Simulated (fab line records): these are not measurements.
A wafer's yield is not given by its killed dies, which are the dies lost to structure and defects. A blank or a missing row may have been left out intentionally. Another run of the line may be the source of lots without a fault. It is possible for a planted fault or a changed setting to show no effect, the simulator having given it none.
Problem report in the 8D (eight disciplines) form, filled by code	flow gf180mcu	the parts of the form that need people (team, actions taken, sign-off) are left out

## 1. THE ISSUE
HV_LDD_OVL at GF_HV_LDD_OVL_MEAS_08 reads a mean of -72.8 nm on 6 wafers of 2 lots; wafers without a fault read 0.0 nm with a standard deviation of 1.6. That puts it -45 standard deviations away from the usual mean.
First seen on wafer L768.1, day 14 06:15, on overlay-01. At this step, 36 wafers from 12 lots have a number in the record. Rule for "out", or "out of limits": more than 4 standard deviations from the usual mean. The rest of the wafers with a number are treated as sound.

## 2. WHAT IT IS, AND WHAT IT ISN'T
question	is	is not
which readings at this step	HV_LDD_OVL	-
which lots	L768, L769	L755, L756, L757, L758, L759, L762, L772, L775, L776, L778
which wafers of those lots	all that have a number	-
read on which gauges	overlay-01, overlay-02	-
when	from day 14 06:15	up to then (18 sound wafers); but 12 sound wafers of L772, L775, L776, L778 came after

## 3. SUSPECTS, AND WHAT RULES EACH OUT
Counting: a tool at any process step up to the reading remains a suspect when it ran all the lots that are out and ran no sound lot after the first of those.
- the gauge at GF_HV_LDD_OVL_MEAS_08 has been ruled out. Those wafers that are out were read across 2 gauges (overlay-01, overlay-02).
- iline stepper-02 at GF_HV_LDD_EXPOSE_04 (exposes mask Nplus LV AREA, target cd 400 nm): kept. All lots that are out passed through it, beginning with L768 at day 13 20:11, and no sound lot followed; its final sound lot before that point was L762 at day 12 06:43.
The count leaves iline stepper-02 at GF_HV_LDD_EXPOSE_04.

## 4. THE CAUSE (what the simulator had put in)
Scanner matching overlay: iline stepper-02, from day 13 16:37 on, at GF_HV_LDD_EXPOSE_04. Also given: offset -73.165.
Counting left only this tool.

## 5. SEQUENCE OF EFFECTS, ordered by route
Rows list readings where the struck wafers' mean (over those with a number) sits beyond 3 standard deviations from the usual. Only readings for which the record gives a usual standard deviation are gone through. hours: the time from each lot's start at the first step in this table that gives one to its start at this step, as a median over the lots. sigmas: the change in usual standard deviations.
hours	step	reading	usual	on struck wafers	change	sigmas
0	GF_HV_LDD_OVL_MEAS_08	HV_LDD_OVL	0.0 nm	-72.8	-72.8	-45

## 6. HOW IT WOULD HAVE BEEN CAUGHT EARLIER
Counted from the fault's start at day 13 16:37, it took 14 hours until the first out-of-limits reading at a measuring or inspecting step in this record, taken at day 14 06:15.
By day 14 06:15 the whole set of lots that are out, 2 in number, had already begun GF_HV_LDD_EXPOSE_04 on iline stepper-02. None of them would have been spared by holding the tool at that moment.
